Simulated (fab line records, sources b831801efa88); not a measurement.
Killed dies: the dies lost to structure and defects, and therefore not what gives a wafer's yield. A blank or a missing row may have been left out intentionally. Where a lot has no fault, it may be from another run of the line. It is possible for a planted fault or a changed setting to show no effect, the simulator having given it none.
Which tool is to blame? / flow sky130 / Sampling: 13 lots, 39 wafers, 4 of 708 route steps

## WHAT THE GAUGES SHOWED, per wafer
SKY_LDD_LDN_OVL_MEAS_07.
lot=L884; measured=day 22 17:50; on=overlay-02; LDD_LDN_OVL (nm)=-0.2 -1.3 -0.5
lot=L885; measured=day 22 23:34; on=overlay-02; LDD_LDN_OVL (nm)=-1.6 -1.6 -0.5
lot=L886; measured=day 23 11:02; on=overlay-02; LDD_LDN_OVL (nm)=-0.3 0.1 0.2
lot=L888; measured=day 24 15:23; on=overlay-01; LDD_LDN_OVL (nm)=-0.4 -1.0 -0.4
lot=L889; measured=day 24 19:40; on=overlay-02; LDD_LDN_OVL (nm)=1.1 0.7 1.4
lot=L895; measured=day 27 03:29; on=overlay-02; LDD_LDN_OVL (nm)=-1.4 -0.7 -0.7
lot=L899; measured=day 28 06:41; on=overlay-01; LDD_LDN_OVL (nm)=-0.8 1.5 0.3
lot=L900; measured=day 28 08:14; on=overlay-01; LDD_LDN_OVL (nm)=2.8 3.6 2.2
lot=L901; measured=day 28 23:32; on=overlay-02; LDD_LDN_OVL (nm)=0.7 1.0 0.4
lot=L903; measured=day 29 16:43; on=overlay-01; LDD_LDN_OVL (nm)=1.1 2.8 2.4
lot=L904; measured=day 29 21:53; on=overlay-02; LDD_LDN_OVL (nm)=-0.2 -0.5 -0.3
lot=L905; measured=day 30 04:32; on=overlay-01; LDD_LDN_OVL (nm)=2.5 1.6 2.5
lot=L906; measured=day 30 13:16; on=overlay-01; LDD_LDN_OVL (nm)=0.4 -0.1 3.1

SKY_SD_N_CD_MEAS_07: the cd target is 380 nm.
lot=L884; measured=day 27 18:47; on=cd-sem-01; cd-nm (nm)=378.0 379.8 379.2
lot=L885; measured=day 28 00:50; on=cd-sem-02; cd-nm (nm)=383.6 384.8 385.2
lot=L886; measured=day 28 12:31; on=cd-sem-01; cd-nm (nm)=382.2 384.0 381.1
lot=L888; measured=day 29 13:44; on=cd-sem-01; cd-nm (nm)=381.0 379.5 380.5
lot=L889; measured=day 29 18:50; on=cd-sem-01; cd-nm (nm)=377.7 380.6 380.9
lot=L895; measured=day 31 23:43; on=cd-sem-01; cd-nm (nm)=382.7 378.7 379.4
lot=L899; measured=day 32 23:26; on=cd-sem-01; cd-nm (nm)=377.2 375.3 378.6
lot=L900; measured=day 33 00:30; on=cd-sem-01; cd-nm (nm)=380.5 381.7 381.1
lot=L901; measured=day 33 15:40; on=cd-sem-01; cd-nm (nm)=381.4 380.3 381.5
lot=L903; measured=day 34 06:42; on=cd-sem-02; cd-nm (nm)=387.9 384.3 385.2
lot=L904; measured=day 34 11:53; on=cd-sem-01; cd-nm (nm)=378.5 379.8 379.0
lot=L905; measured=day 34 19:07; on=cd-sem-01; cd-nm (nm)=380.4 377.7 376.8
lot=L906; measured=day 35 03:11; on=cd-sem-01; cd-nm (nm)=381.9 382.5 383.3

SKY_SD_N_TW_MEAS_12.
lot=L884; measured=day 27 19:20; on=film-metro-03; SD_N_TW=4015 4006 4023
lot=L885; measured=day 28 01:23; on=film-metro-01; SD_N_TW=3990 3985 3984
lot=L886; measured=day 28 13:04; on=film-metro-03; SD_N_TW=4023 4032 4037
lot=L888; measured=day 29 14:17; on=film-metro-04; SD_N_TW=4008 4000 3994
lot=L889; measured=day 29 19:23; on=film-metro-01; SD_N_TW=4032 4019 4005
lot=L895; measured=day 32 00:15; on=film-metro-04; SD_N_TW=3947 3970 3956
lot=L899; measured=day 32 23:59; on=film-metro-03; SD_N_TW=4032 4025 4031
lot=L900; measured=day 33 01:02; on=film-metro-03; SD_N_TW=4034 4012 4014
lot=L901; measured=day 33 16:12; on=film-metro-04; SD_N_TW=3994 3977 3993
lot=L903; measured=day 34 07:15; on=film-metro-04; SD_N_TW=4010 3996 3995
lot=L904; measured=day 34 12:26; on=film-metro-03; SD_N_TW=3967 4020 4041
lot=L905; measured=day 34 19:40; on=film-metro-04; SD_N_TW=4000 4014 4005
lot=L906; measured=day 35 03:44; on=film-metro-04; SD_N_TW=3958 3972 3964

## WHICH TOOL RAN EACH LOT (tool, then ch and the chambers of the sampled wafers, then the start)
lot=L884; SKY_LDD_HVN_EXPOSE_04=iline-stepper-01 ch 0, day 19 11:34
lot=L885; SKY_LDD_HVN_EXPOSE_04=iline-stepper-01 ch 0, day 19 16:56
lot=L886; SKY_LDD_HVN_EXPOSE_04=iline-stepper-02 ch 0, day 20 05:17
lot=L888; SKY_LDD_HVN_EXPOSE_04=iline-stepper-02 ch 0, day 21 11:01
lot=L889; SKY_LDD_HVN_EXPOSE_04=iline-stepper-01 ch 0, day 21 15:13
lot=L895; SKY_LDD_HVN_EXPOSE_04=iline-stepper-02 ch 0, day 24 00:43
lot=L899; SKY_LDD_HVN_EXPOSE_04=iline-stepper-02 ch 0, day 25 06:10
lot=L900; SKY_LDD_HVN_EXPOSE_04=iline-stepper-01 ch 0, day 25 08:43
lot=L901; SKY_LDD_HVN_EXPOSE_04=iline-stepper-02 ch 0, day 25 23:35
lot=L903; SKY_LDD_HVN_EXPOSE_04=iline-stepper-02 ch 0, day 26 17:28
lot=L904; SKY_LDD_HVN_EXPOSE_04=iline-stepper-01 ch 0, day 26 22:53
lot=L905; SKY_LDD_HVN_EXPOSE_04=iline-stepper-02 ch 0, day 27 05:38
lot=L906; SKY_LDD_HVN_EXPOSE_04=iline-stepper-02 ch 0, day 27 16:11
- SKY_LDD_HVN_EXPOSE_04: exposes mask HVNTM, target cd 700 nm.

## WHAT THE TOOLS THEMSELVES READ (means of the sampled wafers that have a number; where no wafer has one, the mark that the record gives instead)
SKY_LDD_HVN_EXPOSE_04.
lot=L884; tool=iline-stepper-01; exposure-dose-mJ-cm2=127.10; stage-vel-mm-s (mm/s)=500.02
lot=L885; tool=iline-stepper-01; exposure-dose-mJ-cm2=127.26; stage-vel-mm-s (mm/s)=499.93
lot=L886; tool=iline-stepper-02; exposure-dose-mJ-cm2=127.02; stage-vel-mm-s (mm/s)=500.14
lot=L888; tool=iline-stepper-02; exposure-dose-mJ-cm2=126.89; stage-vel-mm-s (mm/s)=499.91
lot=L889; tool=iline-stepper-01; exposure-dose-mJ-cm2=126.98; stage-vel-mm-s (mm/s)=500.02
lot=L895; tool=iline-stepper-02; exposure-dose-mJ-cm2=126.97; stage-vel-mm-s (mm/s)=499.99
lot=L899; tool=iline-stepper-02; exposure-dose-mJ-cm2=127.01; stage-vel-mm-s (mm/s)=499.95
lot=L900; tool=iline-stepper-01; exposure-dose-mJ-cm2=126.82; stage-vel-mm-s (mm/s)=499.90
lot=L901; tool=iline-stepper-02; exposure-dose-mJ-cm2=127.07; stage-vel-mm-s (mm/s)=500.07
lot=L903; tool=iline-stepper-02; exposure-dose-mJ-cm2=126.91; stage-vel-mm-s (mm/s)=499.95
lot=L904; tool=iline-stepper-01; exposure-dose-mJ-cm2=126.95; stage-vel-mm-s (mm/s)=500.11
lot=L905; tool=iline-stepper-02; exposure-dose-mJ-cm2=127.09; stage-vel-mm-s (mm/s)=499.77
lot=L906; tool=iline-stepper-02; exposure-dose-mJ-cm2=127.00; stage-vel-mm-s (mm/s)=499.79

## THE ANSWER, worked out from the rows above alone
Rule: the lots themselves supply what counts as usual. The widest of any qualifying gaps counts: lots, ordered by their means at a reading, are off when they make up no more than a third of the lots, leave a main group of 4 or more, and stand apart from it by 3 or more times the standard deviation of that group's means. A main group whose means are all the same, to the digits that the tables above print for the reading, isn't used. Also off: a lot with no number at a reading for which 4 or more lots have one. The other lots that the step has rows for count as sound. Order of review: gauges by route order, followed by the tools' own readings, for which a lot's mean as printed above is used. At the first step where some lot is off, the reading lying furthest off is the one used; lots without a number count as furthest.
No lot is off at any reading shown: from this, nothing can be told.

## WHAT THE SIMULATOR PUT IN
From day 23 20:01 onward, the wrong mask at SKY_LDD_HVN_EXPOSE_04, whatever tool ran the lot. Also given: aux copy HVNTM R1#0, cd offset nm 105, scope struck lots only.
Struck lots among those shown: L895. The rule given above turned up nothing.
